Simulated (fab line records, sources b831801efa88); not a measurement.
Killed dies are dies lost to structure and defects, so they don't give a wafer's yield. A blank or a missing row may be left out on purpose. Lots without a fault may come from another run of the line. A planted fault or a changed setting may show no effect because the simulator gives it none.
fab line records | flow gf180mcu
record lots=5 wafers=15 last_day=34
route steps=602 shown STI@25 DNWELL@32 NWELL@42 LVPWELL@54 MVSD@66
lots that met no fault: from a run of the same line without faults
start_h: hours from the record's first day to the start of the lot's first wafer shown | wait_h: hours since the lot's step before | " the same as in the row above | L1.1+2: a row that stands for several wafers | - no value, or no start given | * or withheld: withheld | < > ~ a bound
route shown NAME@n: a module of which the file shows steps, and the number in the route of the first | usual: mean/standard deviation of fault-free wafers | same: alike in all rows | chamber/n: place in a boat | sites: the reading at each site | _std_site: their standard deviation | _edge_site: outer sites' mean less inner sites' | radius_mm: how far each site lies from the wafer's centre | mask NAME#n: copy n | behind: the tool/chamber that last shaped the wafer | hold: why the lot was held/for how many hours/how that ended | device: the transistor (n, p or np) that didn't switch | end of line: the same wafers' tests at the end of the route | a step without rows: its recipe alone | killed: dies lost to structure and defects at the first sort, not the wafer's yield | map: a wafer's dies, x killed, . not, _ none there
set.NAME: the setting as run; set.NAME@STEP: as run at that earlier step | model.NAME: the simulator's own value behind a step, which no gauge read
lots at some steps of the route; a table a step, a row a wafer
services: from which hour (start_h, from the record's first day; less than 0 if before it) a tool's chamber was out of use, for how many hours, and why
## steps
# step GF_STI_THK_MEAS_24
# recipe reads=SiO2_of_STI_CVD_23
# usual STI_CVD_23_THK=651/7.7
# columns lot.wafer tool chamber start_h wait_h STI_CVD_23_THK[nm]
L087.2 film_metro-01 - 95.21 0.0 652
L087.3 " - " " 637
L087.4 " - " " 636
L088.3 film_metro-02 - 102.19 0.1 642
L088.4 " - " " 647
L088.5 " - " " 645
L091.1 film_metro-02 - 117.25 0.0 647
L091.3 " - " " 653
L091.4 " - " " 647
L092.1 film_metro-01 - 125.88 0.0 649
L092.5 " - " " 661
L092.6 " - " " 639
L096.1 film_metro-04 - 146.78 0.0 650
L096.2 " - " " 649
L096.6 " - " " 658
# step GF_STI_CMP_25
# recipe stop_on=Si3N4 t_overpolish_s=33 down_force_psi=4 platen_rpm=60 target_thk_nm=524.6 pad_velocity_m_s=0.94248
# usual motor_current_A=12.7/1.5 overpolish_run_s=33.000/0.0084 retaining_ring_pressure_frac=1.000/0.0052 time_to_endpoint_s=122/3.8
# columns lot.wafer tool chamber start_h wait_h motor_current_A overpolish_run_s retaining_ring_pressure_frac time_to_endpoint_s
L087.3 cmp-02 3 95.26 0.0 10.0 33.011 0.995 115
L087.4 " 0 " " 11.8 33.005 1.000 115
L087.2 " 2 " " 14.2 32.989 0.994 122
L088.4 cmp-01 2 102.28 0.1 13.6 33.001 0.995 122
L088.3 " 0 " " 13.8 33.021 0.997 112
L088.5 " 2 " " 14.2 33.001 0.998 116
L091.3 cmp-01 3 117.31 0.0 11.3 32.992 0.993 119
L091.4 " 1 " " 13.1 32.999 1.003 122
L091.1 " 2 " " 14.8 32.995 0.994 121
L092.1 cmp-01 0 126.04 0.1 13.1 32.993 1.004 121
L092.6 " 2 " " 13.8 32.991 1.009 119
L092.5 " 3 " " 11.1 32.998 0.991 120
L096.2 cmp-01 0 146.94 0.1 13.5 32.997 1.002 119
L096.1 " 1 " " 13.1 32.993 0.997 121
L096.6 " 2 " " 14.8 32.997 1.007 121
# step GF_STI_WET_ETCH_26
# recipe chemistry=dHF target_depth_nm=94 target=SiO2 temp_c=25 dilution=10:1 time_s=188
# usual temp_c=25.01/0.1
# columns lot.wafer tool chamber start_h wait_h temp_c
L087.2 wet_bench-01 1 95.56 0.1 25.01
L087.3 " 1 " " 25.15
L087.4 " 1 " " 25.04
L088.3 wet_bench-01 0 102.53 0.1 25.02
L088.4 " 0 " " 25.06
L088.5 " 0 " " 24.94
L091.1 wet_bench-01 2 117.61 0.1 24.98
L091.3 " 2 " " 25.12
L091.4 " 2 " " 25.03
L092.1 wet_bench-01 3 126.24 0.1 24.98
L092.5 " 3 " " 24.98
L092.6 " 3 " " 24.97
L096.1 wet_bench-01 2 147.14 0.1 25.04
L096.2 " 2 " " 24.75
L096.6 " 2 " " 24.92
# step GF_STI_WET_ETCH_27
# recipe chemistry=H3PO4 target_depth_nm=160 target=Si3N4 temp_c=160 time_s=1825
# usual temp_c=160.00/0.15
# columns lot.wafer tool chamber start_h wait_h temp_c
L087.2 wet_bench-02 1 95.62 0.0 159.92
L087.3 " 1 " " 160.02
L087.4 " 1 " " 160.10
L088.3 wet_bench-02 2 102.59 0.0 159.95
L088.4 " 2 " " 159.77
L088.5 " 2 " " 160.00
L091.1 wet_bench-02 3 117.68 0.0 160.06
L091.3 " 3 " " 159.82
L091.4 " 3 " " 160.12
L092.1 wet_bench-03 2 126.30 0.0 159.80
L092.5 " 2 " " 159.77
L092.6 " 2 " " 159.70
L096.1 wet_bench-02 1 147.20 0.0 160.13
L096.2 " 1 " " 159.60
L096.6 " 1 " " 159.95
# step GF_STI_WET_ETCH_28
# recipe chemistry=dHF target_depth_nm=20 dry=ipa_marangoni target=SiO2 temp_c=25 dilution=10:1 time_s=40
# usual temp_c=24.98/0.11
# columns lot.wafer tool chamber start_h wait_h temp_c
L087.2 wet_bench-01 2 96.14 0.0 24.90
L087.3 " 2 " " 24.94
L087.4 " 2 " " 25.02
L088.3 wet_bench-01 1 103.11 0.0 25.11
L088.4 " 1 " " 25.02
L088.5 " 1 " " 25.17
L091.1 wet_bench-01 2 118.29 0.0 24.86
L091.3 " 2 " " 24.84
L091.4 " 2 " " 24.78
L092.1 wet_bench-01 3 126.81 0.0 24.89
L092.5 " 3 " " 25.04
L092.6 " 3 " " 24.92
L096.1 wet_bench-01 2 147.72 0.0 24.96
L096.2 " 2 " " 24.89
L096.6 " 2 " " 25.00
# step GF_STI_OXIDATION_29
# recipe temp_c=900 ambient=O2 stabilise_s=600 purge_s=300 target_thk_a=100 ox_time_s=1418
# usual ox_temp_c=900.1/0.42 spike_tc_lower_C=899.7/1.3
# columns lot.wafer tool chamber start_h wait_h ox_temp_c spike_tc_lower_C
L087.2 furnace-02 0 96.51 0.4 900.3 898.9
L087.3 " 0 " " 899.3 899.1
L087.4 " 0 " " 900.1 899.7
L088.3 furnace-02 0 106.00 2.9 900.0 898.7
L088.4 " 0 " " 899.8 898.7
L088.5 " 0 " " 899.7 900.1
L091.1 furnace-02 0 121.26 2.9 899.8 899.8
L091.3 " 0 " " 899.3 899.0
L091.4 " 0 " " 900.4 898.8
L092.1 furnace-02 0 128.35 1.5 899.9 897.9
L092.5 " 0 " " 900.4 900.0
L092.6 " 0 " " 900.3 897.8
L096.1 furnace-01 0 147.74 0.0 900.5 901.0
L096.2 " 0 " " 900.8 900.5
L096.6 " 0 " " 900.1 900.1
# step GF_STI_THK_MEAS_30
# recipe reads=SiO2_of_STI_OXIDATION_29
# usual STI_OXIDATION_02_THK=10.01/0.2
# columns lot.wafer tool chamber start_h wait_h STI_OXIDATION_02_THK[nm]
L087.2 film_metro-01 - 97.92 0.0 9.86
L087.3 " - " " 9.93
L087.4 " - " " 9.75
L088.3 film_metro-04 - 107.41 0.0 10.21
L088.4 " - " " 10.21
L088.5 " - " " 10.07
L091.1 film_metro-04 - 122.65 0.0 10.16
L091.3 " - " " 10.29
L091.4 " - " " 10.43
L092.1 film_metro-02 - 129.74 0.0 10.14
L092.5 " - " " 10.23
L092.6 " - " " 10.14
L096.1 film_metro-02 - 149.13 0.0 10.17
L096.2 " - " " 10.21
L096.6 " - " " 10.03
# step GF_DNWELL_DEHYDRATE_00
# recipe temp_c=200 time_s=60
# columns lot.wafer tool chamber start_h wait_h
L087.2+3+4 litho_track-04 0 104.52 6.6
L088.3+4+5 litho_track-01 0 113.19 5.8
L091.1+3+4 litho_track-04 0 128.90 6.2
L092.1+5+6 litho_track-04 0 136.85 7.1
L096.1+2+6 litho_track-04 0 156.35 7.2
# step GF_DNWELL_HMDS_01
# recipe prime_time_s=60 prime_temp_c=120
# columns lot.wafer tool chamber start_h wait_h
L087.2+3+4 litho_track-04 0 104.67 0.1
L088.3+4+5 litho_track-01 0 113.34 0.1
L091.1+3+4 litho_track-04 0 129.05 0.1
L092.1+5+6 litho_track-04 0 137.00 0.1
L096.1+2+6 litho_track-04 0 156.50 0.1
# step GF_DNWELL_COAT_02
# recipe spin_rpm=2000 resist_thk_nm=3000
# usual spin_speed_rpm=2000.2/1.2
# columns lot.wafer tool chamber start_h wait_h spin_speed_rpm
L087.2 litho_track-04 0 104.82 0.1 2001.0
L087.3 " 0 " " 1999.3
L087.4 " 0 " " 2000.2
L088.3 litho_track-01 0 113.49 0.1 1999.4
L088.4 " 0 " " 1999.1
L088.5 " 0 " " 1998.5
L091.1 litho_track-04 0 129.20 0.1 2000.6
L091.3 " 0 " " 1998.2
L091.4 " 0 " " 2002.2
L092.1 litho_track-04 0 137.15 0.1 2001.4
L092.5 " 0 " " 1999.6
L092.6 " 0 " " 2001.0
L096.1 litho_track-04 0 156.65 0.1 2001.8
L096.2 " 0 " " 1999.4
L096.6 " 0 " " 2001.0
# step GF_DNWELL_SOFTBAKE_03
# recipe temp_c=110 time_s=withheld
# columns lot.wafer tool chamber start_h wait_h
L087.2+3+4 litho_track-04 0 104.98 0.1
L088.3+4+5 litho_track-01 0 113.66 0.1
L091.1+3+4 litho_track-04 0 129.35 0.1
L092.1+5+6 litho_track-04 0 137.30 0.1
L096.1+2+6 litho_track-04 0 156.80 0.1
# step GF_DNWELL_EXPOSE_04
# recipe mask_id=DNWELL target_cd_nm=1700 na=0.6 source_shape=conventional sigma_outer=0.6 dose_mj=260
# columns lot.wafer tool chamber start_h wait_h mask
L087.2+3+4 iline_stepper-02 0 - - DNWELL#0
L088.3+4+5 iline_stepper-01 0 - - DNWELL#0
L091.1+3+4 iline_stepper-02 0 - - DNWELL#0
L092.1+5+6 iline_stepper-02 0 - - DNWELL#0
L096.1+2+6 iline_stepper-02 0 - - DNWELL#0
# step GF_DNWELL_PEB_05
# recipe temp_c=115 time_s=withheld
# columns lot.wafer tool chamber start_h wait_h
L087.2+3+4 litho_track-02 0 - -
L088.3+4+5 litho_track-01 0 - -
L091.1+3+4 litho_track-01 0 - -
L092.1+5+6 litho_track-01 0 - -
L096.1+2+6 litho_track-02 0 - -
# step GF_DNWELL_DEVELOP_06
# recipe wall_angle_deg=90 develop_time_s=60 dev_temp_c=23
# columns lot.wafer tool chamber start_h wait_h
L087.2+3+4 litho_track-02 0 - -
L088.3+4+5 litho_track-01 0 - -
L091.1+3+4 litho_track-01 0 - -
L092.1+5+6 litho_track-01 0 - -
L096.1+2+6 litho_track-02 0 - -
# step GF_DNWELL_IMPLANT_07
# recipe species=P energy_kev=1500 dose_cm2=1e+13 tilt_deg=0
# columns lot.wafer tool chamber start_h wait_h
L087.2+3+4 implanter-02 0 111.76 -
L088.3+4+5 implanter-03 0 121.09 -
L091.1+3+4 implanter-02 0 137.39 -
L092.1+5+6 implanter-03 0 144.84 -
L096.1+2+6 implanter-02 0 165.13 -
# step GF_DNWELL_STRIP_08
# recipe chemistry=O2/N2 power_w=1400 pressure_mtorr=1500 platen_temp_c=250 o2_flow_sccm=3000 n2_flow_sccm=300 overash_fraction=0.5
# usual drypump_motor_current_A=6.0/0.32 heater_power_w=320/26 oes_product_au=0.722/0.0041 strip_time_to_endpoint_s=36.96/0.12
# columns lot.wafer tool chamber start_h wait_h drypump_motor_current_A heater_power_w oes_product_au rf_hours_counter_h strip_time_to_endpoint_s
L087.2 plasma_asher-03 1 111.88 0.1 6.4 280 0.720 34 36.99
L087.3 " 1 " " 6.4 278 0.727 - 36.84
L087.4 " 0 " " 6.1 336 0.719 - 36.97
L088.3 plasma_asher-03 0 121.23 0.1 6.1 332 0.724 - 37.04
L088.4 " 1 " " 6.4 289 0.724 - 37.06
L088.5 " 0 " " 6.1 321 0.719 - 36.95
L091.1 plasma_asher-03 1 137.54 0.1 6.4 276 0.723 37 36.94
L091.3 " 1 " " 6.4 280 0.727 - 37.02
L091.4 " 0 " " 6.1 321 0.726 - 36.92
L092.1 plasma_asher-04 1 144.99 0.1 6.2 334 0.717 49 36.91
L092.5 " 1 " " 6.2 333 0.726 - 36.88
L092.6 " 0 " " 5.5 302 0.725 - 36.93
L096.1 plasma_asher-04 1 165.28 0.1 6.2 344 0.727 51 36.96
L096.2 " 0 " " 5.5 305 0.729 51 36.88
L096.6 " 1 " " 6.2 344 0.731 - 36.80
# step GF_DNWELL_TW_MEAS_09
# usual DNWELL_TW=1371/27
# columns lot.wafer tool chamber start_h wait_h DNWELL_TW
L087.2 film_metro-04 - 111.99 0.1 1357
L087.3 " - " " 1360
L087.4 " - " " 1359
L088.3 film_metro-01 - 121.31 0.1 1384
L088.4 " - " " 1393
L088.5 " - " " 1391
L091.1 film_metro-03 - 137.64 0.1 1336
L091.3 " - " " 1333
L091.4 " - " " 1332
L092.1 film_metro-01 - 145.09 0.1 1396
L092.5 " - " " 1394
L092.6 " - " " 1390
L096.1 film_metro-01 - 165.38 0.1 1406
L096.2 " - " " 1401
L096.6 " - " " 1399
# step GF_NWELL_DEHYDRATE_00
# recipe temp_c=200 time_s=60
# columns lot.wafer tool chamber start_h wait_h
L087.2+3+4 litho_track-04 0 118.77 6.8
L088.3+4+5 litho_track-02 0 127.23 5.9
L091.1+3+4 litho_track-03 0 144.86 7.2
L092.1+5+6 litho_track-02 0 152.13 7.0
L096.1+2+6 litho_track-04 0 173.00 7.6
# step GF_NWELL_HMDS_01
# recipe prime_time_s=60 prime_temp_c=120
# columns lot.wafer tool chamber start_h wait_h
L087.2+3+4 litho_track-04 0 118.92 0.1
L088.3+4+5 litho_track-02 0 127.38 0.1
L091.1+3+4 litho_track-03 0 145.01 0.1
L092.1+5+6 litho_track-02 0 152.28 0.1
L096.1+2+6 litho_track-04 0 173.15 0.1
# step GF_NWELL_COAT_02
# recipe spin_rpm=2000 resist_thk_nm=3000
# usual spin_speed_rpm=2000.1/1.3
# columns lot.wafer tool chamber start_h wait_h spin_speed_rpm
L087.2 litho_track-04 0 119.07 0.1 1997.8
L087.3 " 0 " " 1999.7
L087.4 " 0 " " 1998.1
L088.3 litho_track-02 0 127.53 0.1 1998.2
L088.4 " 0 " " 2000.1
L088.5 " 0 " " 1998.9
L091.1 litho_track-03 0 145.16 0.1 1999.0
L091.3 " 0 " " 2000.6
L091.4 " 0 " " 1999.2
L092.1 litho_track-02 0 152.43 0.1 2001.1
L092.5 " 0 " " 2001.9
L092.6 " 0 " " 2001.8
L096.1 litho_track-04 0 173.30 0.1 2000.2
L096.2 " 0 " " 2002.4
L096.6 " 0 " " 2000.3
# step GF_NWELL_SOFTBAKE_03
# recipe temp_c=110 time_s=withheld
# columns lot.wafer tool chamber start_h wait_h
L087.2+3+4 litho_track-04 0 119.23 0.1
L088.3+4+5 litho_track-02 0 127.70 0.1
L091.1+3+4 litho_track-03 0 145.31 0.1
L092.1+5+6 litho_track-02 0 152.58 0.1
L096.1+2+6 litho_track-04 0 173.45 0.1
# step GF_NWELL_EXPOSE_04
# recipe mask_id=Nwell target_cd_nm=860 na=0.6 source_shape=conventional sigma_outer=0.6 dose_mj=260
# columns lot.wafer tool chamber start_h wait_h mask
L087.2+3+4 iline_stepper-01 0 - - Nwell#0
L088.3+4+5 iline_stepper-01 0 - - Nwell#0
L091.1+3+4 iline_stepper-02 0 - - Nwell#0
L092.1+5+6 iline_stepper-02 0 - - Nwell#0
L096.1+2+6 iline_stepper-02 0 - - Nwell#0
# step GF_NWELL_PEB_05
# recipe temp_c=115 time_s=withheld
# columns lot.wafer tool chamber start_h wait_h
L087.2+3+4 litho_track-03 0 - -
L088.3+4+5 litho_track-04 0 - -
L091.1+3+4 litho_track-02 0 - -
L092.1+5+6 litho_track-03 0 - -
L096.1+2+6 litho_track-03 0 - -
# step GF_NWELL_DEVELOP_06
# recipe wall_angle_deg=90 develop_time_s=60 dev_temp_c=23
# columns lot.wafer tool chamber start_h wait_h
L087.2+3+4 litho_track-03 0 - -
L088.3+4+5 litho_track-04 0 - -
L091.1+3+4 litho_track-02 0 - -
L092.1+5+6 litho_track-03 0 - -
L096.1+2+6 litho_track-03 0 - -
# step GF_NWELL_OVL_MEAS_07
# usual NWELL_OVL=-1.0/1.5
# columns lot.wafer tool chamber start_h wait_h NWELL_OVL[nm]
L087.2 overlay-01 - 125.67 - -2.1
L087.3 " - " " -4.8
L087.4 " - " " -2.6
L088.3 overlay-02 - 135.36 - -5.1
L088.4 " - " " -2.1
L088.5 " - " " -1.6
L091.1 overlay-01 - 153.13 - -0.8
L091.3 " - " " -0.9
L091.4 " - " " -1.2
L092.1 overlay-01 - 160.71 - -2.9
L092.5 " - " " -1.6
L092.6 " - " " -1.8
L096.1 overlay-01 - 181.61 - 0.9
L096.2 " - " " -0.2
L096.6 " - " " 1.5
# step GF_NWELL_IMPLANT_08
# recipe species=P energy_kev=450 dose_cm2=1.5e+13 tilt_deg=0
# columns lot.wafer tool chamber start_h wait_h
L087.2+3+4 implanter-01 0 125.72 0.0
L088.3+4+5 implanter-01 0 135.43 0.1
L091.1+3+4 implanter-03 0 153.17 0.0
L092.1+5+6 implanter-04 0 160.75 0.0
L096.1+2+6 implanter-01 0 181.65 0.0
# step GF_NWELL_IMPLANT_09
# recipe species=P energy_kev=160 dose_cm2=4e+12 tilt_deg=0
# columns lot.wafer tool chamber start_h wait_h
L087.2+3+4 implanter-01 0 125.87 0.1
L088.3+4+5 implanter-01 0 135.58 0.1
L091.1+3+4 implanter-03 0 153.32 0.1
L092.1+5+6 implanter-04 0 160.90 0.1
L096.1+2+6 implanter-01 0 181.80 0.1
# step GF_NWELL_STRIP_10
# recipe chemistry=O2/N2 power_w=1400 pressure_mtorr=1500 platen_temp_c=250 o2_flow_sccm=3000 n2_flow_sccm=300 overash_fraction=0.5
# usual drypump_motor_current_A=6.16/0.26 heater_power_w=331/35 oes_product_au=0.722/0.0043 strip_time_to_endpoint_s=37.00/0.11
# columns lot.wafer tool chamber start_h wait_h drypump_motor_current_A heater_power_w oes_product_au rf_hours_counter_h strip_time_to_endpoint_s
L087.2 plasma_asher-02 0 126.00 0.1 6.02 363 0.720 1 37.00
L087.3 " 1 " " 6.32 384 0.718 - 37.09
L087.4 " 0 " " 6.05 358 0.725 - 36.85
L088.3 plasma_asher-04 0 135.72 0.1 5.52 298 0.725 - 36.93
L088.4 " 1 " " 6.23 342 0.726 - 36.86
L088.5 " 1 " " 6.17 335 0.726 - 37.00
L091.1 plasma_asher-03 0 153.47 0.1 6.13 328 0.721 39 36.99
L091.3 " 0 " " 6.13 327 0.722 - 36.93
L091.4 " 1 " " 6.40 286 0.719 - 36.96
L092.1 plasma_asher-03 1 161.05 0.1 6.43 284 0.728 40 36.87
L092.5 " 0 " " 6.11 331 0.719 - 36.97
L092.6 " 1 " " 6.42 288 0.720 - 36.99
L096.1 plasma_asher-04 1 181.95 0.1 6.16 338 0.721 53 37.03
L096.2 " 0 " " 5.49 306 0.726 53 37.17
L096.6 " 1 " " 6.15 346 0.722 - 37.05
# step GF_NWELL_TW_MEAS_11
# usual NWELL_TW=1574/14
# columns lot.wafer tool chamber start_h wait_h NWELL_TW
L087.2 film_metro-03 - 126.11 0.1 1553
L087.3 " - " " 1550
L087.4 " - " " 1564
L088.3 film_metro-04 - 135.80 0.1 1593
L088.4 " - " " 1599
L088.5 " - " " 1593
L091.1 film_metro-02 - 153.57 0.1 1573
L091.3 " - " " 1576
L091.4 " - " " 1571
L092.1 film_metro-04 - 161.15 0.1 1593
L092.5 " - " " 1590
L092.6 " - " " 1589
L096.1 film_metro-02 - 182.05 0.1 1562
L096.2 " - " " 1574
L096.6 " - " " 1564
# step GF_LVPWELL_DEHYDRATE_00
# recipe temp_c=200 time_s=60
# columns lot.wafer tool chamber start_h wait_h
L087.2+3+4 litho_track-04 0 132.52 6.4
L088.3+4+5 litho_track-01 0 142.54 6.7
L091.1+3+4 litho_track-01 0 161.09 7.5
L092.1+5+6 litho_track-03 0 168.86 7.7
L096.1+2+6 litho_track-03 0 190.01 8.0
# step GF_LVPWELL_HMDS_01
# recipe prime_time_s=60 prime_temp_c=120
# columns lot.wafer tool chamber start_h wait_h
L087.2+3+4 litho_track-04 0 132.67 0.1
L088.3+4+5 litho_track-01 0 142.69 0.1
L091.1+3+4 litho_track-01 0 161.24 0.1
L092.1+5+6 litho_track-03 0 169.01 0.1
L096.1+2+6 litho_track-03 0 190.16 0.1
# step GF_LVPWELL_COAT_02
# recipe spin_rpm=2000 resist_thk_nm=3000
# usual spin_speed_rpm=2000.2/1.3
# columns lot.wafer tool chamber start_h wait_h spin_speed_rpm
L087.2 litho_track-04 0 132.82 0.1 1999.5
L087.3 " 0 " " 1999.5
L087.4 " 0 " " 1999.4
L088.3 litho_track-01 0 142.84 0.1 1999.5
L088.4 " 0 " " 1998.9
L088.5 " 0 " " 2000.3
L091.1 litho_track-01 0 161.39 0.1 2001.7
L091.3 " 0 " " 1999.7
L091.4 " 0 " " 1999.5
L092.1 litho_track-03 0 169.16 0.1 2000.8
L092.5 " 0 " " 2000.6
L092.6 " 0 " " 2002.0
L096.1 litho_track-03 0 190.31 0.1 1999.6
L096.2 " 0 " " 1998.4
L096.6 " 0 " " 1999.7
# step GF_LVPWELL_SOFTBAKE_03
# recipe temp_c=110 time_s=withheld
# columns lot.wafer tool chamber start_h wait_h
L087.2+3+4 litho_track-04 0 132.98 0.1
L088.3+4+5 litho_track-01 0 143.01 0.1
L091.1+3+4 litho_track-01 0 161.54 0.1
L092.1+5+6 litho_track-03 0 169.31 0.1
L096.1+2+6 litho_track-03 0 190.46 0.1
# step GF_LVPWELL_EXPOSE_04
# recipe mask_id=LVPWELL target_cd_nm=600 na=0.6 source_shape=conventional sigma_outer=0.6 dose_mj=260
# columns lot.wafer tool chamber start_h wait_h mask
L087.2+3+4 iline_stepper-02 0 - - LVPWELL#0
L088.3+4+5 iline_stepper-02 0 - - LVPWELL#0
L091.1+3+4 iline_stepper-02 0 - - LVPWELL#0
L092.1+5+6 iline_stepper-02 0 - - LVPWELL#0
L096.1+2+6 iline_stepper-01 0 - - LVPWELL#0
# step GF_LVPWELL_PEB_05
# recipe temp_c=115 time_s=withheld
# columns lot.wafer tool chamber start_h wait_h
L087.2+3+4 litho_track-04 0 - -
L088.3+4+5 litho_track-03 0 - -
L091.1+3+4 litho_track-04 0 - -
L092.1+5+6 litho_track-04 0 - -
L096.1+2+6 litho_track-01 0 - -
# step GF_LVPWELL_DEVELOP_06
# recipe wall_angle_deg=90 develop_time_s=60 dev_temp_c=23
# columns lot.wafer tool chamber start_h wait_h
L087.2+3+4 litho_track-04 0 - -
L088.3+4+5 litho_track-03 0 - -
L091.1+3+4 litho_track-04 0 - -
L092.1+5+6 litho_track-04 0 - -
L096.1+2+6 litho_track-01 0 - -
# step GF_LVPWELL_OVL_MEAS_07
# usual LVPWELL_OVL=-0.3/1.2
# columns lot.wafer tool chamber start_h wait_h LVPWELL_OVL[nm]
L087.2 overlay-02 - 140.75 - -0.4
L087.3 " - " " -0.3
L087.4 " - " " -1.4
L088.3 overlay-02 - 151.02 - -0.9
L088.4 " - " " -2.3
L088.5 " - " " -1.4
L091.1 overlay-02 - 170.00 - 0.0
L091.3 " - " " -1.1
L091.4 " - " " -2.3
L092.1 overlay-02 - 177.25 - -1.3
L092.5 " - " " -1.3
L092.6 " - " " -1.0
L096.1 overlay-01 - 199.64 - -1.1
L096.2 " - " " -0.5
L096.6 " - " " -0.9
# step GF_LVPWELL_IMPLANT_08
# recipe species=B energy_kev=170 dose_cm2=1.5e+13 tilt_deg=0
# columns lot.wafer tool chamber start_h wait_h
L087.2+3+4 implanter-03 0 140.81 0.0
L088.3+4+5 implanter-04 0 151.10 0.1
L091.1+3+4 implanter-04 0 170.03 0.0
L092.1+5+6 implanter-04 0 177.28 0.0
L096.1+2+6 implanter-04 0 199.68 0.0
# step GF_LVPWELL_IMPLANT_09
# recipe species=B energy_kev=60 dose_cm2=5e+12 tilt_deg=0
# columns lot.wafer tool chamber start_h wait_h
L087.2+3+4 implanter-03 0 140.96 0.1
L088.3+4+5 implanter-04 0 151.25 0.1
L091.1+3+4 implanter-04 0 170.18 0.1
L092.1+5+6 implanter-04 0 177.43 0.1
L096.1+2+6 implanter-04 0 199.83 0.1
# step GF_LVPWELL_STRIP_10
# recipe chemistry=O2/N2 power_w=1400 pressure_mtorr=1500 platen_temp_c=250 o2_flow_sccm=3000 n2_flow_sccm=300 overash_fraction=0.5
# usual drypump_motor_current_A=6.07/0.25 heater_power_w=357/26 oes_product_au=0.723/0.0047 strip_time_to_endpoint_s=36.98/0.11
# columns lot.wafer tool chamber start_h wait_h drypump_motor_current_A heater_power_w oes_product_au rf_hours_counter_h strip_time_to_endpoint_s
L087.2 plasma_asher-02 0 141.08 0.1 6.16 366 0.722 3 36.95
L087.3 " 0 " " 6.12 362 0.721 - 36.93
L087.4 " 1 " " 6.34 378 0.723 - 36.79
L088.3 plasma_asher-04 0 151.38 0.1 5.47 307 0.724 - 36.87
L088.4 " 1 " " 6.21 338 0.725 - 36.96
L088.5 " 0 " " 5.48 307 0.729 - 36.91
L091.1 plasma_asher-04 1 170.33 0.1 6.17 342 0.725 51 36.91
L091.3 " 0 " " 5.48 305 0.718 - 36.92
L091.4 " 1 " " 6.21 337 0.721 - 36.88
L092.1 plasma_asher-02 1 177.58 0.1 6.35 377 0.721 7 37.19
L092.5 " 1 " " 6.34 383 0.721 - 37.20
L092.6 " 0 " " 6.16 357 0.719 - 37.11
L096.1 plasma_asher-01 1 199.98 0.1 5.96 322 0.734 52 36.88
L096.2 " 0 " " 5.82 370 0.727 52 36.87
L096.6 " 0 " " 5.81 368 0.723 - 36.77
# step GF_LVPWELL_TW_MEAS_11
# usual LVPWELL_TW=560/5
# columns lot.wafer tool chamber start_h wait_h LVPWELL_TW
L087.2 film_metro-04 - 141.19 0.1 566
L087.3 " - " " 565
L087.4 " - " " 567
L088.3 film_metro-04 - 151.47 0.1 562
L088.4 " - " " 565
L088.5 " - " " 567
L091.1 film_metro-04 - 170.43 0.1 565
L091.3 " - " " 568
L091.4 " - " " 566
L092.1 film_metro-03 - 177.68 0.1 551
L092.5 " - " " 554
L092.6 " - " " 553
L096.1 film_metro-03 - 200.08 0.1 558
L096.2 " - " " 554
L096.6 " - " " 556
# step GF_MVSD_DEHYDRATE_00
# recipe temp_c=200 time_s=60
# columns lot.wafer tool chamber start_h wait_h
L087.2+3+4 litho_track-02 0 148.41 7.2
L088.3+4+5 litho_track-03 0 158.81 7.3
L091.1+3+4 litho_track-02 0 177.98 7.5
L092.1+5+6 litho_track-02 0 185.83 8.1
L096.1+2+6 litho_track-01 0 208.49 8.4
# step GF_MVSD_HMDS_01
# recipe prime_time_s=60 prime_temp_c=120
# columns lot.wafer tool chamber start_h wait_h
L087.2+3+4 litho_track-02 0 148.56 0.1
L088.3+4+5 litho_track-03 0 158.96 0.1
L091.1+3+4 litho_track-02 0 178.13 0.1
L092.1+5+6 litho_track-02 0 185.98 0.1
L096.1+2+6 litho_track-01 0 208.64 0.1
# step GF_MVSD_COAT_02
# recipe spin_rpm=2000 resist_thk_nm=3000
# usual spin_speed_rpm=1999.8/1.3
# columns lot.wafer tool chamber start_h wait_h spin_speed_rpm
L087.2 litho_track-02 0 148.71 0.1 1995.7
L087.3 " 0 " " 2001.2
L087.4 " 0 " " 2001.9
L088.3 litho_track-03 0 159.11 0.1 2000.8
L088.4 " 0 " " 1999.8
L088.5 " 0 " " 2000.0
L091.1 litho_track-02 0 178.28 0.1 2000.1
L091.3 " 0 " " 2001.2
L091.4 " 0 " " 1999.0
L092.1 litho_track-02 0 186.13 0.1 1998.0
L092.5 " 0 " " 2001.0
L092.6 " 0 " " 2001.5
L096.1 litho_track-01 0 208.79 0.1 1999.4
L096.2 " 0 " " 2000.7
L096.6 " 0 " " 1998.9
# step GF_MVSD_SOFTBAKE_03
# recipe temp_c=110 time_s=withheld
# columns lot.wafer tool chamber start_h wait_h
L087.2+3+4 litho_track-02 0 148.87 0.1
L088.3+4+5 litho_track-03 0 159.28 0.1
L091.1+3+4 litho_track-02 0 178.43 0.1
L092.1+5+6 litho_track-02 0 186.28 0.1
L096.1+2+6 litho_track-01 0 208.94 0.1
# step GF_MVSD_EXPOSE_04
# recipe mask_id=MVSD target_cd_nm=1000 na=0.6 source_shape=conventional sigma_outer=0.6 dose_mj=260
# columns lot.wafer tool chamber start_h wait_h mask
L087.2+3+4 iline_stepper-02 0 - - MVSD#0
L088.3+4+5 iline_stepper-02 0 - - MVSD#0
L091.1+3+4 iline_stepper-02 0 - - MVSD#0
L092.1+5+6 iline_stepper-02 0 - - MVSD#0
L096.1+2+6 iline_stepper-01 0 - - MVSD#0
# step GF_MVSD_PEB_05
# recipe temp_c=115 time_s=withheld
# columns lot.wafer tool chamber start_h wait_h
L087.2+3+4 litho_track-01 0 - -
L088.3+4+5 litho_track-02 0 - -
L091.1+3+4 litho_track-03 0 - -
L092.1+5+6 litho_track-03 0 - -
L096.1+2+6 litho_track-02 0 - -
## services
# columns tool chamber start_h hours kind
furnace-01 - 75.83 4.1 pm
implanter-04 - 85.26 4.5 pm
plasma_asher-04 - 87.21 23.7 pm
furnace-01 - 93.50 31.1 repair
implanter-02 - 98.87 2.0 repair
cmp-02 - 99.67 0.7 repair
implanter-02 - 101.46 1.7 pm
plasma_asher-02 - 108.75 9.0 pm
plasma_asher-01 - 120.05 15.5 repair
iline_stepper-02 - 124.93 1.7 pm
implanter-04 - 134.91 2.5 repair
plasma_asher-01 - 135.32 14.1 repair
cmp-02 - 135.74 3.0 repair
cmp-02 - 136.18 1.6 repair
iline_stepper-02 - 138.72 4.4 pm
cmp-01 - 151.30 0.3 repair
cmp-01 - 155.65 1.7 repair
implanter-01 - 167.32 3.6 pm
implanter-02 - 172.57 15.5 repair
plasma_asher-02 - 174.00 0.7 repair
iline_stepper-01 - 175.45 1.7 pm
plasma_asher-02 - 185.70 0.8 repair
plasma_asher-04 - 192.92 4.8 repair
iline_stepper-02 - 206.46 6.0 repair
## key
fault none
